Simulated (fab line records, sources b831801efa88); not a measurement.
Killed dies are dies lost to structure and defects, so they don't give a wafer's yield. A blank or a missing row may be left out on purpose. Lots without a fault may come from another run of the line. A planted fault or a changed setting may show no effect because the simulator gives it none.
Which tool did it? | flow gf180mcu | 7 lots, 21 wafers sampled, at 3 steps of a route of 602

WHAT THE GAUGES READ, wafer by wafer
GF_HV_LDD_TW_MEAS_23.
lot  | measured     | on            | HV_LDD_2_TW
L995 | day 11 12:48 | film_metro-04 | 1075 1066 1067
L998 | day 12 06:11 | film_metro-04 | 1069 1072 1067
L102 | day 13 15:08 | film_metro-02 | 1293 1297 1299
L106 | day 14 19:35 | film_metro-01 | 1070 1071 1063
L108 | day 15 08:31 | film_metro-02 | 1049 1049 1054
L111 | day 16 07:55 | film_metro-02 | 1045 1036 1047
L114 | day 17 09:20 | film_metro-04 | 1075 1077 1071

WHICH TOOL RAN EACH LOT (tool, then ch and the chambers of the sampled wafers, then the start)
lot  | GF_POLY_GATE_ETCH_13             | GF_HV_LDD_IMPLANT_21
L995 | rie_si-02 ch 0,2,3, day 9 20:43  | implanter-02 ch 0, day 11 12:35
L998 | rie_si-02 ch 0,2,3, day 10 12:44 | implanter-02 ch 0, day 12 05:56
L102 | rie_si-02 ch 0,2,3, day 11 21:08 | implanter-04 ch 0, day 13 14:34
L106 | rie_si-01 ch 0,1,2, day 12 23:29 | implanter-03 ch 0, day 14 19:20
L108 | rie_si-02 ch 0,1, day 13 12:50   | implanter-02 ch 0, day 15 08:17
L111 | rie_si-01 ch 0,1,2, day 14 09:39 | implanter-03 ch 0, day 16 07:40
L114 | rie_si-02 ch 2,3, day 15 07:49   | implanter-02 ch 0, day 17 09:07
- GF_POLY_GATE_ETCH_13: etches poly-Si in HBr/Cl2, stops on SiO2, target depth 198.5 nm, time 69.6 s.
- GF_HV_LDD_IMPLANT_21

THE ANSWER, worked out from the rows above alone
Rule: what is usual is taken from the lots themselves. Put in order of their means at a reading, lots are off if they are a third of the lots or fewer, leave a main group of 4 or more, and stand apart from it by a gap of 3 or more times the standard deviation of the main group's means; of several such gaps the widest counts. A main group whose means are all the same, to the digits that the tables above print for the reading, isn't used. A lot without any number at a reading at which 4 lots or more have one is off too. The other lots that the step has rows for count as sound.
Off: L102, at GF_HV_LDD_TW_MEAS_23 (HV_LDD_2_TW). The main group: mean 1062, standard deviation 12.
A tool fits if, at a process step before that reading, it ran every lot that is off, and no sound lot after the first of them. The gauges at GF_HV_LDD_TW_MEAS_23 are tried like those tools. One fits: implanter-04 at GF_HV_LDD_IMPLANT_21. It ran no sound lot before its first lot that is off in this sample, so the start can't be narrowed down.

WHAT THE SIMULATOR HAD PUT IN
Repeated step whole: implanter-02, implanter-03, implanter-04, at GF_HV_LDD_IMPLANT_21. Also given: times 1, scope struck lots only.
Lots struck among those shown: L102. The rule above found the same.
